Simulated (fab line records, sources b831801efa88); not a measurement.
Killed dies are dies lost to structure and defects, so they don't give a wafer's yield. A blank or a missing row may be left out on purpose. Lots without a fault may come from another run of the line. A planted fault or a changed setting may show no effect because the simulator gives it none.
One fault seen from 2 desks | flow gf180mcu | each desk has only its own numbers; what lay behind them comes last

THE TOOL OWNER'S DESK: implanter-03
The tool's own readings at GF_LVPWELL_IMPLANT_08: means of the sampled wafers that have a number, for each lot that ran on this tool. A lot is out of limits, marked OUT, if its mean lies more than 4 standard deviations from the usual mean; the brackets give that distance.
Columns: A = beam_energy_keV at GF_LVPWELL_IMPLANT_08, usual 170.00; B = beam_on_s at GF_LVPWELL_IMPLANT_08, usual 10.01 s; C = faraday_current_uA at GF_LVPWELL_IMPLANT_08, usual 84.5; D = tilt_deg at GF_LVPWELL_IMPLANT_08, usual -0.001 degrees
lot  | first seen here | A      | B                | C               | D
L600 | day 4 17:14     | 170.03 | 10.04            | 84.5            | 0.022
L602 | day 5 07:31     | 169.93 | 9.89             | 85.4            | 0.014
L606 | day 6 16:41     | 170.04 | 11.84 (+8.7) OUT | 71.5 (-7.6) OUT | 0.004
L607 | day 6 23:38     | 170.00 | 11.70 (+8.0) OUT | 72.3 (-7.2) OUT | -0.026
This desk's finding: out of limits on L606, L607; first on L606, day 6 16:41 (beam_on_s at GF_LVPWELL_IMPLANT_08). In limits: L600, L602.

THE METROLOGY DESK
What the gauges read, lot by lot, whatever tool the lot ran on: means of the sampled wafers that have a number. A lot is out of limits, marked OUT, if its mean lies more than 4 standard deviations from the usual mean; the brackets give that distance.
Columns: A = STI_OXIDATION_01_THK at GF_STI_THK_MEAS_22, usual 15.1 nm; B = LVPWELL_TW at GF_LVPWELL_TW_MEAS_11, usual 553; C = VT_IMPLANT_OVL at GF_VT_IMPLANT_OVL_MEAS_07, usual 0.1 nm; D = LVPWELL_RS at GF_VT_IMPLANT_RS_MEAS_48, usual 1197 ohm/sq; E = MVPSD_RS at GF_VT_IMPLANT_RS_MEAS_49, usual 1169.0 ohm/sq
lot  | first seen here | A    | B              | C    | D              | E
L596 | day 2 03:34     | 15.2 | 557            | 1.1  | 1198           | 1169.9
L597 | day 2 08:33     | 14.9 | 545            | 0.1  | 1196           | 1171.1
L598 | day 2 13:05     | 14.8 | 548            | 0.4  | 1193           | 1163.4
L600 | day 3 00:36     | 14.9 | 556            | 1.8  | 1197           | 1170.0
L601 | day 3 04:52     | 15.4 | 555            | -1.6 | 1202           | 1167.8
L602 | day 3 11:27     | 14.9 | 554            | -0.6 | 1199           | 1170.0
L604 | day 4 00:56     | 14.5 | 542            | -0.9 | 1200           | 1166.9
L606 | day 4 13:00     | 14.5 | 588 (+4.8) OUT | -0.0 | 1096 (-32) OUT | 1165.5
L607 | day 4 22:37     | 15.5 | 570            | 0.7  | 1094 (-32) OUT | 1170.1
L608 | day 4 22:37     | 15.2 | 562            | -0.3 | 1198           | 1169.8
L612 | day 5 14:22     | 14.8 | 549            | 0.8  | 1197           | 1173.5
L613 | day 5 22:16     | 15.6 | 562            | -0.0 | 1196           | 1170.6
L617 | day 6 16:17     | 15.3 | 559            | 0.9  | 1202           | 1169.4
This desk's finding: out of limits on L606, L607; first on L606, day 6 17:03 (LVPWELL_TW at GF_LVPWELL_TW_MEAS_11). In limits: L596, L597, L598, L600, L601, L602, L604, L608, L612, L613, L617.

PUT TOGETHER
The tool owner's desk could have raised an alarm at day 6 16:41, on L606, L607.
The metrology desk could have raised an alarm at day 6 17:03, on L606, L607.
Of the lots named, all ran GF_LVPWELL_IMPLANT_08 on implanter-03.

WHAT THE SIMULATOR HAD PUT IN
Process parameter drift: implanter-03, from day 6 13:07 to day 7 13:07, at GF_LVPWELL_IMPLANT_08. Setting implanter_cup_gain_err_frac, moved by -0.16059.
Lots struck among those shown: L606, L607.
Hours from the fault's start to each desk's first reading out of limits: the tool owner's desk, 4; the metrology desk, 4.
